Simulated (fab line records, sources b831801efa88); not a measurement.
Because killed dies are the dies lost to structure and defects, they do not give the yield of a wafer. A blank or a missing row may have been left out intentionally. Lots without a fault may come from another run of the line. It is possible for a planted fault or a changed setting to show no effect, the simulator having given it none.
Which tool was responsible? -- flow sky130 -- 24 lots, 72 wafers sampled, at 4 steps of a route of 708

WHAT EACH GAUGE READ, for each wafer
SKY_METAL1_RS_MEAS_05: the measuring method here is four-point-probe.
lot,measured,on,METAL1_ALCU_RS (ohm/sq)
L074,day 30 22:54,film_metro-02,0.1287 0.1290 0.1272
L075,day 31 20:21,film_metro-01,0.1264 0.1268 0.1266
L076,day 31 22:14,film_metro-02,0.1286 0.1280 0.1275
L077,day 32 08:28,film_metro-01,0.1252 0.1261 0.1262
L078,day 33 16:14,film_metro-04,0.1277 0.1274 0.1270
L079,day 33 23:03,film_metro-01,0.1263 0.1267 0.1270
L080,day 34 00:02,film_metro-04,0.1244 0.1261 0.1262
L081,day 34 00:59,film_metro-01,0.1292 0.1294 0.1292
L082,day 34 05:16,film_metro-01,0.1265 0.1279 0.1266
L083,day 34 14:25,film_metro-01,0.1282 0.1273 0.1283
L085,day 35 00:22,film_metro-02,0.1269 0.1279 0.1278
L084,day 35 03:00,film_metro-01,0.1257 0.1261 0.1278
L086,day 35 08:13,film_metro-01,0.1286 0.1276 0.1285
L087,day 35 16:43,film_metro-02,0.1278 0.1280 0.1288
L088,day 35 22:22,film_metro-04,0.1276 0.1265 0.1268
L090,day 37 06:17,film_metro-01,0.1255 0.1253 0.1247
L091,day 37 10:00,film_metro-04,0.1281 0.1267 0.1267
L089,day 37 13:31,film_metro-02,0.1264 0.1259 0.1265
L092,day 37 13:44,film_metro-04,0.1269 0.1263 0.1276
L093,day 37 16:45,film_metro-02,0.1278 0.1288 0.1275
L094,day 38 10:49,film_metro-04,0.1262 0.1262 0.1259
L095,day 38 21:58,film_metro-01,0.1296 0.1280 0.1275
L097,day 38 22:10,film_metro-02,0.1286 0.1286 0.1294
L096,day 39 02:55,film_metro-04,0.1271 0.1282 0.1264

SKY_VIA4_THK_MEAS_01.
lot,measured,on,VIA4_HDPCVD_THK (nm)
L074,day 41 02:29,film_metro-01,1750 1777 1747
L075,day 41 23:47,film_metro-01,1711 1699 1728
L076,day 42 01:04,film_metro-03,1726 1758 1725
L077,day 42 07:26,film_metro-01,1747 1751 1743
L078,day 43 10:45,film_metro-04,1745 1754 1733
L079,day 43 18:53,film_metro-01,1759 1761 1763
L080,day 43 20:27,film_metro-01,1782 1781 1772
L081,day 43 23:17,film_metro-04,1756 1758 1755
L082,day 44 00:09,film_metro-04,1725 1731 1768
L083,day 44 08:16,film_metro-01,1758 1782 1749
L085,day 44 12:05,film_metro-03,1788 1771 1778
L084,day 44 19:54,film_metro-01,1779 1774 1772
L086,day 44 23:25,film_metro-03,1740 1734 1724
L087,day 45 04:52,film_metro-01,1747 1754 1782
L088,day 45 14:12,film_metro-01,1747 1739 1753
L090,day 46 09:17,film_metro-01,1759 1786 1778
L091,day 46 14:35,film_metro-01,1770 1751 1759
L089,day 46 19:06,film_metro-01,1757 1743 1754
L092,day 46 20:41,film_metro-01,1726 1742 1739
L093,day 46 21:16,film_metro-01,1755 1743 1746
L094,day 47 13:05,film_metro-04,1760 1754 1751
L095,day 47 19:53,film_metro-03,1722 1729 1738
L097,day 47 18:45,film_metro-03,1765 1773 1764
L096,day 48 00:41,film_metro-01,1740 1760 1762

WHAT TOOL EACH LOT RAN ON (gives the tool, then ch and the chambers of the sampled wafers, and finally the start)
lot,SKY_METAL4_SPUTTER_00,SKY_METAL4_ETCH_16
L074,"pvd_sputter-03, day 38 23:41","rie_metal-02 ch 0, day 41 01:19"
L075,"pvd_sputter-01, day 39 19:58","rie_metal-04 ch 1, day 41 22:34"
L076,"pvd_sputter-02, day 39 22:09","rie_metal-04 ch 0,1, day 41 23:55"
L077,"pvd_sputter-01, day 40 05:39","rie_metal-04 ch 0,1, day 42 06:22"
L078,"pvd_sputter-01, day 41 11:16","rie_metal-03 ch 0,1, day 43 09:37"
L079,"pvd_sputter-02, day 41 19:17","rie_metal-03 ch 0,1, day 43 17:43"
L080,"pvd_sputter-03, day 41 20:23","rie_metal-04 ch 0,1, day 43 19:13"
L081,"pvd_sputter-02, day 42 00:04","rie_metal-03 ch 0,1, day 43 22:07"
L082,"pvd_sputter-01, day 42 00:08","rie_metal-02 ch 0,1, day 43 23:04"
L083,"pvd_sputter-01, day 42 08:42","rie_metal-03 ch 0,1, day 44 07:13"
L085,"pvd_sputter-01, day 42 14:00","rie_metal-04 ch 0,1, day 44 11:01"
L084,"pvd_sputter-02, day 42 20:20","rie_metal-03 ch 0,1, day 44 18:34"
L086,"pvd_sputter-03, day 43 00:20","rie_metal-02 ch 1, day 44 22:16"
L087,"pvd_sputter-01, day 43 06:15","rie_metal-02 ch 1, day 45 03:41"
L088,"pvd_sputter-02, day 43 17:23","rie_metal-03 ch 1, day 45 13:06"
L090,"pvd_sputter-02, day 44 13:13","rie_metal-03 ch 1, day 46 08:08"
L091,"pvd_sputter-02, day 44 18:55","rie_metal-03 ch 0,1, day 46 13:32"
L089,"pvd_sputter-02, day 45 00:15","rie_metal-02 ch 0,1, day 46 18:02"
L092,"pvd_sputter-02, day 45 00:55","rie_metal-03 ch 0, day 46 19:37"
L093,"pvd_sputter-03, day 45 01:55","rie_metal-04 ch 0,1, day 46 20:13"
L094,"pvd_sputter-02, day 45 18:36","rie_metal-04 ch 0,1, day 47 11:59"
L095,"pvd_sputter-01, day 46 01:27","rie_metal-04 ch 0,1, day 47 18:49"
L097,"pvd_sputter-03, day 46 00:26","rie_metal-03 ch 0, day 47 17:40"
L096,"pvd_sputter-02, day 46 05:57","rie_metal-04 ch 0,1, day 47 23:38"
- SKY_METAL4_SPUTTER_00: material Ti, target thk 15 nm, time 10 s.
- SKY_METAL4_ETCH_16: etches BARC in N2/H2, stops on SiO2, time 88.2 s, target depth 60 nm.

AS READ BY THE TOOLS THEMSELVES (means over the sampled wafers that have a number; for cases with no such wafer, the mark the record gives instead)
SKY_METAL4_SPUTTER_00.
lot,tool,throttle_valve_pct (%)
L074,pvd_sputter-03,28.8
L075,pvd_sputter-01,29.5
L076,pvd_sputter-02,30.1
L077,pvd_sputter-01,29.6
L078,pvd_sputter-01,29.6
L079,pvd_sputter-02,30.7
L080,pvd_sputter-03,29.4
L081,pvd_sputter-02,30.9
L082,pvd_sputter-01,29.7
L083,pvd_sputter-01,29.1
L085,pvd_sputter-01,29.6
L084,pvd_sputter-02,30.7
L086,pvd_sputter-03,28.9
L087,pvd_sputter-01,29.4
L088,pvd_sputter-02,30.8
L090,pvd_sputter-02,29.9
L091,pvd_sputter-02,30.7
L089,pvd_sputter-02,30.8
L092,pvd_sputter-02,30.7
L093,pvd_sputter-03,29.0
L094,pvd_sputter-02,30.0
L095,pvd_sputter-01,30.0
L097,pvd_sputter-03,29.1
L096,pvd_sputter-02,30.8

SKY_METAL4_ETCH_16.
lot,tool,drypump_motor_current_A (A),oes_product_au (a.u.),throttle_valve_pct (%)
L074,rie_metal-02,6.02,0.626,13.211
L075,rie_metal-04,5.24,0.623,13.198
L076,rie_metal-04,5.53,0.625,13.210
L077,rie_metal-04,5.38,0.629,13.202
L078,rie_metal-03,5.48,0.624,13.204
L079,rie_metal-03,5.48,0.626,13.206
L080,rie_metal-04,5.38,0.627,13.200
L081,rie_metal-03,5.40,0.627,13.207
L082,rie_metal-02,5.74,0.625,13.205
L083,rie_metal-03,5.40,0.630,13.210
L085,rie_metal-04,5.52,0.626,13.204
L084,rie_metal-03,5.37,0.622,13.210
L086,rie_metal-02,5.22,0.624,13.198
L087,rie_metal-02,5.23,0.622,13.200
L088,rie_metal-03,5.29,0.628,13.210
L090,rie_metal-03,5.30,0.627,13.211
L091,rie_metal-03,5.48,0.630,13.204
L089,rie_metal-02,5.49,0.623,13.210
L092,rie_metal-03,5.58,0.627,13.192
L093,rie_metal-04,5.40,0.624,13.210
L094,rie_metal-04,5.53,0.624,13.195
L095,rie_metal-04,5.37,0.628,13.205
L097,rie_metal-03,5.56,0.626,13.207
L096,rie_metal-04,5.53,0.625,13.206

THE ANSWER, worked out from the rows above alone
Rule: the lots themselves supply what counts as usual. Put in order of their means at a reading, lots are off if they are a third of the lots or fewer, leave a main group of 4 or more, and stand apart from it by a gap of 3 or more times the standard deviation of the main group's means; of several such gaps the widest counts. The tables above print the reading to a certain number of digits; a main group whose means all agree to those digits is not used. A lot without any number at a reading at which 4 lots or more have one is off too. Where the step has rows for the other lots, those lots are counted as sound. After the gauges, taken in route order, come the tools' own readings; for these a lot's mean is taken, as printed above. The first step at which some lot is off is used, and at that step the reading that is off furthest; a lot without a number counts as furthest.
No lot is off on any of the readings shown, so nothing can be concluded from this.

WHAT HAD BEEN PUT IN BY THE SIMULATOR
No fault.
